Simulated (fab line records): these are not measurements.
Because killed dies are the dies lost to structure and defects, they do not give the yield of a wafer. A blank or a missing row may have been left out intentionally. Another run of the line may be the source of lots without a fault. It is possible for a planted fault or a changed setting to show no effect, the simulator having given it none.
Code-filled problem report in 8D (eight disciplines) form / flow sky130 / the parts of the form that need people (team, actions taken, sign-off) are left out

## 1. WHAT WENT WRONG
SD_N_RS at SKY_SD_N_RS_MEAS_16 reads a mean of 72.48 ohm/sq on 6 wafers of 2 lots; wafers without a fault read 68.47 ohm/sq with a standard deviation of 0.1. That is +40 standard deviations from the usual mean.
The step: measures by four-point-probe.
Seen first at day 31 11:58 on film-metro-02, wafer L552.1. Wafers with a number at this step in the record: 42, from 14 lots. The rule behind "out" and "out of limits": a value lying over 4 standard deviations away from the usual mean. Any other wafer with a number is counted as sound.

## 2. WHAT IT IS, WHAT IT ISN'T
question=which readings at this step | is=SD_N_RS | is not=-
question=which lots | is=L552, L554 | is not=L542, L543, L544, L545, L546, L548, L550, L557, L559, L561, L562, L564
question=which wafers of those lots | is=all that have a number | is not=-
question=read on which gauges | is=film-metro-02, film-metro-03 | is not=film-metro-01
question=when | is=from day 31 11:58 | is not=up to then (21 sound wafers); but 15 sound wafers of L557, L559, L561, L562, L564 came after

## 3. THE SUSPECTS, EACH WITH WHAT RULES IT OUT
Counting: a tool at a process step up to the reading stays a suspect if it ran every lot that is out and no sound lot after the first of them.
- the gauge at SKY_SD_N_RS_MEAS_16 is ruled out. Those wafers that are out were read across 2 gauges (film-metro-02, film-metro-03).
- rtp-anneal-01 at SKY_SD_N_RTA_14 (time 2 s): ruled out as a lasting fault. After its first lot that is out, L552 (day 31 11:48), sound lots L562, L564 ran on it.
Left after counting: nothing in the record.

## 4. THE CAUSE (what the simulator had put in)
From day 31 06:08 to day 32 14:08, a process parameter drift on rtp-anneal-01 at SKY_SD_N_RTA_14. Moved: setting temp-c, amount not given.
The count ruled it out by mistake, since the rule takes a fault to strike every lot its tool runs from the start of the fault on, and this one did not do so.

## 5. THE CHAIN OF EFFECTS, in route order
One row per reading whose mean, taken over the struck wafers that have a number, lies over 3 standard deviations from the usual. Only readings for which the record gives a usual standard deviation are gone through. hours: the time from each lot's start at the first step in this table that gives one to its start at this step, as a median over the lots. sigmas: the change in usual standard deviations.
hours=0; step=SKY_SD_N_RTA_14; reading=lamp-power-pct; usual=15.74 %; on struck wafers=15.04; change=-0.71; sigmas=-13
hours=0; step=SKY_SD_N_RTA_14; reading=wafer_temp_C_max; usual=1078.0; on struck wafers=1052.3; change=-25.7; sigmas=-20
hours=0; step=SKY_SD_N_RS_MEAS_16; reading=SD_N_RS; usual=68.47 ohm/sq; on struck wafers=72.48; change=+4.01; sigmas=+40
hours=0; step=SKY_SD_N_RS_MEAS_17; reading=SD_P_RS; usual=147.0 ohm/sq; on struck wafers=170.6; change=+23.6; sigmas=+71
It contains these process steps:
- SKY_SD_N_RTA_14: time 2 s.
Later measuring or inspecting steps at which every struck wafer that the step has a row for has a number for every such reading, and none has moved that far: SKY_LOCAL_INTERCONNECT_OVL_MEAS_12.

## 6. WHAT WOULD HAVE CAUGHT IT SOONER
The first out-of-limits reading at a measuring or inspecting step in this record came at day 31 11:58, 6 hours after the fault's start at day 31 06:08.
Tool's own readings at SKY_SD_N_RTA_14, lamp-power-pct, wafer_temp_C_max: out on all struck wafers the step has rows for; an alarm limit on them would have tripped on the first.
